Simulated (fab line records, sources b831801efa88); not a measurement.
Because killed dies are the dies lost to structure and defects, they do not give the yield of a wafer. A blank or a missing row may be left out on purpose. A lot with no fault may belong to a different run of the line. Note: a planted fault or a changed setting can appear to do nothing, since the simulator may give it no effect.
Commonality check across tools || flow sky130 || Lots sampled 13, wafers sampled 39

WHY IT WAS OPENED
Of 13 lots, 1 have the reading RES_XHIGH_TW flagged at SKY_RES_XHIGH_TW_MEAS_09. Fault-free wafers read 1643, with a standard deviation of 6.5.
Rule: a lot is flagged in two cases, either no wafer of it has a number, or all its wafers with numbers fall more than 4 standard deviations from that mean. All remaining lots are regarded as sound.

{"lot": "L263", "measured": "day 27 07:07", "on": "filmMetro-04", "RES_XHIGH_TW, wafer by wafer": "1639 1651 1644", "flag": ""}
{"lot": "L264", "measured": "day 28 02:07", "on": "filmMetro-04", "RES_XHIGH_TW, wafer by wafer": "1640 1639 1640", "flag": ""}
{"lot": "L265", "measured": "day 28 06:41", "on": "filmMetro-04", "RES_XHIGH_TW, wafer by wafer": "1633 1643 1647", "flag": ""}
{"lot": "L267", "measured": "day 28 18:33", "on": "filmMetro-04", "RES_XHIGH_TW, wafer by wafer": "1632 1644 1640", "flag": ""}
{"lot": "L268", "measured": "day 29 03:46", "on": "filmMetro-03", "RES_XHIGH_TW, wafer by wafer": "1643 1640 1642", "flag": ""}
{"lot": "L270", "measured": "day 30 06:27", "on": "filmMetro-04", "RES_XHIGH_TW, wafer by wafer": "30 30 30", "flag": "FLAGGED"}
{"lot": "L272", "measured": "day 30 14:38", "on": "filmMetro-04", "RES_XHIGH_TW, wafer by wafer": "1656 1662 1652", "flag": ""}
{"lot": "L280", "measured": "day 32 19:07", "on": "filmMetro-01", "RES_XHIGH_TW, wafer by wafer": "1636 1640 1644", "flag": ""}
{"lot": "L281", "measured": "day 33 10:56", "on": "filmMetro-04", "RES_XHIGH_TW, wafer by wafer": "1639 1646 1646", "flag": ""}
{"lot": "L282", "measured": "day 33 17:21", "on": "filmMetro-03", "RES_XHIGH_TW, wafer by wafer": "1638 1644 1634", "flag": ""}
{"lot": "L283", "measured": "day 34 05:01", "on": "filmMetro-03", "RES_XHIGH_TW, wafer by wafer": "1635 1639 1637", "flag": ""}
{"lot": "L284", "measured": "day 34 11:21", "on": "filmMetro-03", "RES_XHIGH_TW, wafer by wafer": "1631 1634 1641", "flag": ""}
{"lot": "L285", "measured": "day 34 14:52", "on": "filmMetro-03", "RES_XHIGH_TW, wafer by wafer": "1639 1633 1637", "flag": ""}
Averaged over the flagged lots the numbers come to 30, -1613 from the usual (-99 or more standard deviations).

EACH LOT AND THE TOOL IT RAN ON
2 process steps preceding the reading are held in the record, out of 708 steps in the route. Cell contents, in order: the tool; ch with the chambers the sampled wafers went through; the start.
{"lot": "L263", "flag": "", "SKY_SD_P_STRIP_10": "plasmaAsher-02 ch 0,1, day 26 02:35", "SKY_RES_XHIGH_STRIP_08": "plasmaAsher-01 ch 0,1, day 27 07:01"}
{"lot": "L264", "flag": "", "SKY_SD_P_STRIP_10": "plasmaAsher-02 ch 0,1, day 26 21:49", "SKY_RES_XHIGH_STRIP_08": "plasmaAsher-02 ch 0,1, day 28 02:01"}
{"lot": "L265", "flag": "", "SKY_SD_P_STRIP_10": "plasmaAsher-03 ch 0,1, day 27 01:57", "SKY_RES_XHIGH_STRIP_08": "plasmaAsher-02 ch 1, day 28 06:35"}
{"lot": "L267", "flag": "", "SKY_SD_P_STRIP_10": "plasmaAsher-03 ch 0,1, day 27 13:49", "SKY_RES_XHIGH_STRIP_08": "plasmaAsher-04 ch 0,1, day 28 18:28"}
{"lot": "L268", "flag": "", "SKY_SD_P_STRIP_10": "plasmaAsher-02 ch 0,1, day 27 22:53", "SKY_RES_XHIGH_STRIP_08": "plasmaAsher-04 ch 0,1, day 29 03:40"}
{"lot": "L270", "flag": "FLAGGED", "SKY_SD_P_STRIP_10": "plasmaAsher-03 ch 0,1, day 29 01:40", "SKY_RES_XHIGH_STRIP_08": "plasmaAsher-04 ch 0,1, day 30 06:20"}
{"lot": "L272", "flag": "", "SKY_SD_P_STRIP_10": "plasmaAsher-02 ch 0,1, day 29 10:13", "SKY_RES_XHIGH_STRIP_08": "plasmaAsher-02 ch 0,1, day 30 14:33"}
{"lot": "L280", "flag": "", "SKY_SD_P_STRIP_10": "plasmaAsher-01 ch 0,1, day 31 15:28", "SKY_RES_XHIGH_STRIP_08": "plasmaAsher-04 ch 0,1, day 32 19:01"}
{"lot": "L281", "flag": "", "SKY_SD_P_STRIP_10": "plasmaAsher-03 ch 0,1, day 32 08:00", "SKY_RES_XHIGH_STRIP_08": "plasmaAsher-04 ch 0,1, day 33 10:50"}
{"lot": "L282", "flag": "", "SKY_SD_P_STRIP_10": "plasmaAsher-03 ch 0,1, day 32 14:59", "SKY_RES_XHIGH_STRIP_08": "plasmaAsher-01 ch 0,1, day 33 17:14"}
{"lot": "L283", "flag": "", "SKY_SD_P_STRIP_10": "plasmaAsher-02 ch 0, day 33 02:20", "SKY_RES_XHIGH_STRIP_08": "plasmaAsher-04 ch 0, day 34 04:55"}
{"lot": "L284", "flag": "", "SKY_SD_P_STRIP_10": "plasmaAsher-03 ch 0,1, day 33 08:15", "SKY_RES_XHIGH_STRIP_08": "plasmaAsher-04 ch 0,1, day 34 11:16"}
{"lot": "L285", "flag": "", "SKY_SD_P_STRIP_10": "plasmaAsher-03 ch 0,1, day 33 11:35", "SKY_RES_XHIGH_STRIP_08": "plasmaAsher-02 ch 1, day 34 14:46"}
What these steps do:
- SKY_SD_P_STRIP_10: strips in O2/N2.
- SKY_RES_XHIGH_STRIP_08: strips in O2/N2.
- SKY_RES_XHIGH_TW_MEAS_09

FLAGGED AGAINST TOTAL, ONE TOOL AT A TIME (gauges that did the reading follow at the end)
{"step": "SKY_SD_P_STRIP_10", "tool": "plasmaAsher-01", "lots run": 1, "flagged": 0, "share of the flagged lots": "none", "sound lots run after its first flagged lot": "-"}
{"step": "SKY_SD_P_STRIP_10", "tool": "plasmaAsher-02", "lots run": 5, "flagged": 0, "share of the flagged lots": "none", "sound lots run after its first flagged lot": "-"}
{"step": "SKY_SD_P_STRIP_10", "tool": "plasmaAsher-03", "lots run": 7, "flagged": 1, "share of the flagged lots": "all", "sound lots run after its first flagged lot": "4 (L281,L282,L284,L285)"}
{"step": "SKY_RES_XHIGH_STRIP_08", "tool": "plasmaAsher-01", "lots run": 2, "flagged": 0, "share of the flagged lots": "none", "sound lots run after its first flagged lot": "-"}
{"step": "SKY_RES_XHIGH_STRIP_08", "tool": "plasmaAsher-02", "lots run": 4, "flagged": 0, "share of the flagged lots": "none", "sound lots run after its first flagged lot": "-"}
{"step": "SKY_RES_XHIGH_STRIP_08", "tool": "plasmaAsher-04", "lots run": 7, "flagged": 1, "share of the flagged lots": "all", "sound lots run after its first flagged lot": "4 (L280,L281,L283,L284)"}
{"step": "SKY_RES_XHIGH_TW_MEAS_09", "tool": "filmMetro-01", "lots run": 1, "flagged": 0, "share of the flagged lots": "none", "sound lots run after its first flagged lot": "-"}
{"step": "SKY_RES_XHIGH_TW_MEAS_09", "tool": "filmMetro-03", "lots run": 5, "flagged": 0, "share of the flagged lots": "none", "sound lots run after its first flagged lot": "-"}
{"step": "SKY_RES_XHIGH_TW_MEAS_09", "tool": "filmMetro-04", "lots run": 7, "flagged": 1, "share of the flagged lots": "all", "sound lots run after its first flagged lot": "2 (L272,L281)"}

THE TABLE: WHAT IT ALLOWS
Every flagged lot was run by 3 rows of the table: plasmaAsher-03 at SKY_SD_P_STRIP_10, plasmaAsher-04 at SKY_RES_XHIGH_STRIP_08 and filmMetro-04 at SKY_RES_XHIGH_TW_MEAS_09.
- plasmaAsher-03 at SKY_SD_P_STRIP_10: 1 of its 7 lots flagged. Sound lots ran on it after the first flagged one (L281, L282, L284, L285), which a lasting fault on the whole tool wouldn't allow. Its own readings (oesProductAu) fall more than 4 standard deviations out on all wafers of the flagged lots.
- plasmaAsher-04 at SKY_RES_XHIGH_STRIP_08: 1 of its 7 lots flagged. Sound lots ran on it after the first flagged one (L280, L281, L283, L284), which a lasting fault on the whole tool wouldn't allow. Its own readings (stripTimeToEndpointS) fall more than 4 standard deviations out on all wafers of the flagged lots.
- filmMetro-04 at SKY_RES_XHIGH_TW_MEAS_09: 1 of its 7 lots flagged. Sound lots ran on it after the first flagged one (L272, L281), which a lasting fault on the whole tool wouldn't allow.
No row of the table ran every flagged lot and no sound lot after the first.

WHAT THE SIMULATOR HAD INSERTED
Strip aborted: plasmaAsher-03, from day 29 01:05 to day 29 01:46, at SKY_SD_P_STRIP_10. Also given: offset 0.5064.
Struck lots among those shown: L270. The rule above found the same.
